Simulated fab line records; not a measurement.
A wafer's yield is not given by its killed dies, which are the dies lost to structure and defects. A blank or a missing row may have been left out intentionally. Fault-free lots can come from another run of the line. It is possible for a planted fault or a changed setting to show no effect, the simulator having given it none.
One fault seen from 2 desks	flow gf180mcu	numbers are kept per desk, each desk with only its own; the story behind them comes last

== METROLOGY DESK ==
What the gauges read, lot by lot, whatever tool the lot ran on: means of the sampled wafers that have a number. Marked OUT: a lot whose mean sits more than 4 standard deviations from the usual mean, which makes it out of limits; the brackets give that distance.
Columns: A = cd nm at GF_CONTACT_CD_MEAS_14, usual 219.9 nm; B = cd nm at GF_M3_CD_MEAS_14, usual 279.8 nm; C = M3_OVL at GF_M3_OVL_MEAS_15, usual -2 nm
lot	first seen here	A	B	C
L449	day 16 16:44	219.4	279.0	-3
L450	day 16 17:02	221.6	279.9	-11
L452	day 17 12:10	219.5	281.2	4
L453	day 17 17:58	219.9	280.2	1
L455	day 18 08:47	220.5	278.6	-10
L456	day 18 15:38	219.3	279.4	1
L458	day 20 01:32	218.8	279.3	-2
L459	day 20 03:35	221.6	278.1	-6
L460	day 20 09:19	227.1 (+4.0) OUT	282.4	-9
L461	day 20 18:34	227.4 (+4.2) OUT	281.2	-4
L469	day 23 08:17	219.4	280.5	-9
L471	day 24 00:16	219.7	279.3	-2
L472	day 24 07:02	220.2	281.6	0
This desk's verdict: out of limits on L460, L461, starting with L460 at day 20 09:19 (cd nm at GF_CONTACT_CD_MEAS_14). L449, L450, L452, L453, L455, L456, L458, L459, L469, L471, L472: within limits.

== THE TOOL OWNER'S DESK: litho track-03 ==
The tool's own readings at GF_CONTACT_PEB_12 (peb time 90 s): means of the sampled wafers that have a number, for each lot that ran on this tool. Marked OUT: a lot whose mean sits more than 4 standard deviations from the usual mean, which makes it out of limits; the brackets give that distance.
Columns: A = exhaust pa at GF_CONTACT_PEB_12, usual 44.8 Pa; B = heater power total W at GF_CONTACT_PEB_12, usual 85.69 W; C = plate temp C at GF_CONTACT_PEB_12, usual 135.00 C
lot	first seen here	A	B	C
L453	day 17 17:37	45.5	85.74	134.87
L456	day 18 15:18	44.5	85.69	134.99
L459	day 20 03:15	44.2	85.80	134.96
L460	day 20 08:58	46.0	88.37 (+32) OUT	138.13 (+22) OUT
L461	day 20 18:13	43.5	88.32 (+32) OUT	138.12 (+22) OUT
This desk's verdict: out of limits on L460, L461, starting with L460 at day 20 08:58 (heater power total W at GF_CONTACT_PEB_12). L453, L456, L459: within limits.

== BROUGHT TOGETHER ==
On L460, L461, at day 20 08:58, an alarm was possible from the tool owner's desk.
Metrology desk: alarm possible at day 20 09:19 on L460, L461.
GF_CONTACT_PEB_12 was run on litho track-03 by each of the lots named.

== WHAT THE SIMULATOR HAD INSERTED ==
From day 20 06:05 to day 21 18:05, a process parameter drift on litho track-03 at GF_CONTACT_PEB_12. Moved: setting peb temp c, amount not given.
Lots struck among those shown: L460, L461.
Counting hours from when the fault started, the first reading out of limits came at 3 for the tool owner's desk and at 3 for the metrology desk.
